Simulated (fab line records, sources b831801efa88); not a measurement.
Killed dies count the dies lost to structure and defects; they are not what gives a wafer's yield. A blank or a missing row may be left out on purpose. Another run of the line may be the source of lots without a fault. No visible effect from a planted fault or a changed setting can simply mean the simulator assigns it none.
A single fault, viewed from 2 desks :: flow sfq-line :: only its own numbers are on each desk; what lay behind them is given at the end

THE METROLOGY DESK
What the gauges read for every lot (on any tool): the sampled wafers with a number, averaged. The brackets show how far a lot's mean lies from the usual mean; more than 4 standard deviations puts the lot out of limits, marked OUT.
Columns: A = I2_OVL at SFQ_I2_OVL_MEAS_918, usual -1 nm; B = I3_BOW at SFQ_I3_BOW_MEAS_922, usual 3 um; C = M4_NB_RS at SFQ_M4_RS_MEAS_924, usual 0.893 ohm/sq
lot: L467
first seen here: day 29 02:48
A: 3
B: 14
C: 0.894

lot: L470
first seen here: day 35 06:35
A: -6
B: 2
C: 0.898

lot: L471
first seen here: day 35 18:46
A: 2
B: 4
C: 0.893

lot: L472
first seen here: day 36 03:52
A: 2
B: -4
C: 0.896

lot: L474
first seen here: day 37 15:33
A: 0
B: -1
C: 0.881

lot: L478
first seen here: day 44 07:24
A: 5
B: 23
C: 0.874

lot: L480
first seen here: day 44 15:37
A: -11
B: 1
C: 0.880

lot: L481
first seen here: day 44 19:13
A: -4
B: -4
C: 0.901

lot: L483
first seen here: day 45 03:30
A: -3
B: -5
C: 0.894

lot: L486
first seen here: day 45 11:55
A: 4
B: 6
C: 0.888

lot: L487
first seen here: day 45 14:18
A: 0
B: 15
C: 0.892

lot: L488
first seen here: day 45 16:41
A: 0
B: 6
C: 0.876

lot: L489
first seen here: day 45 19:05
A: -4
B: 2
C: 0.898

lot: L490
first seen here: day 45 20:17
A: -5
B: 5
C: 0.871
Finding of this desk: none of the 14 lots has anything out of limits.

TOOL OWNER'S DESK, pvd-sputter-05
The tool's own readings at SFQ_TRILAYER_M4_DEP_SPUTTER_091 (material Nb, target thk 200 nm, time 133.3 s): means of the sampled wafers that have a number, for each lot that ran on this tool. The brackets show how far a lot's mean lies from the usual mean; more than 4 standard deviations puts the lot out of limits, marked OUT.
Columns: A = throttle-valve-pct at SFQ_TRILAYER_M4_DEP_SPUTTER_091, usual 30.0 %
lot: L470
first seen here: day 41 11:16
A: 30.1

lot: L471
first seen here: day 47 12:03
A: 29.8

lot: L478
first seen here: day 50 01:13
A: 30.0

lot: L480
first seen here: day 50 09:26
A: 30.2

lot: L483
first seen here: day 56 00:35
A: 30.1

lot: L486
first seen here: day 56 06:34
A: 29.8

lot: L488
first seen here: day 56 10:10
A: 29.9

lot: L490
first seen here: day 56 13:53
A: 30.0
Finding of this desk: none of the 8 lots has anything out of limits.

TAKEN TOGETHER
Metrology desk: nothing out of limits seen.
The tool owner's desk saw nothing out of limits.

WHAT HAD BEEN PUT IN BY THE SIMULATOR
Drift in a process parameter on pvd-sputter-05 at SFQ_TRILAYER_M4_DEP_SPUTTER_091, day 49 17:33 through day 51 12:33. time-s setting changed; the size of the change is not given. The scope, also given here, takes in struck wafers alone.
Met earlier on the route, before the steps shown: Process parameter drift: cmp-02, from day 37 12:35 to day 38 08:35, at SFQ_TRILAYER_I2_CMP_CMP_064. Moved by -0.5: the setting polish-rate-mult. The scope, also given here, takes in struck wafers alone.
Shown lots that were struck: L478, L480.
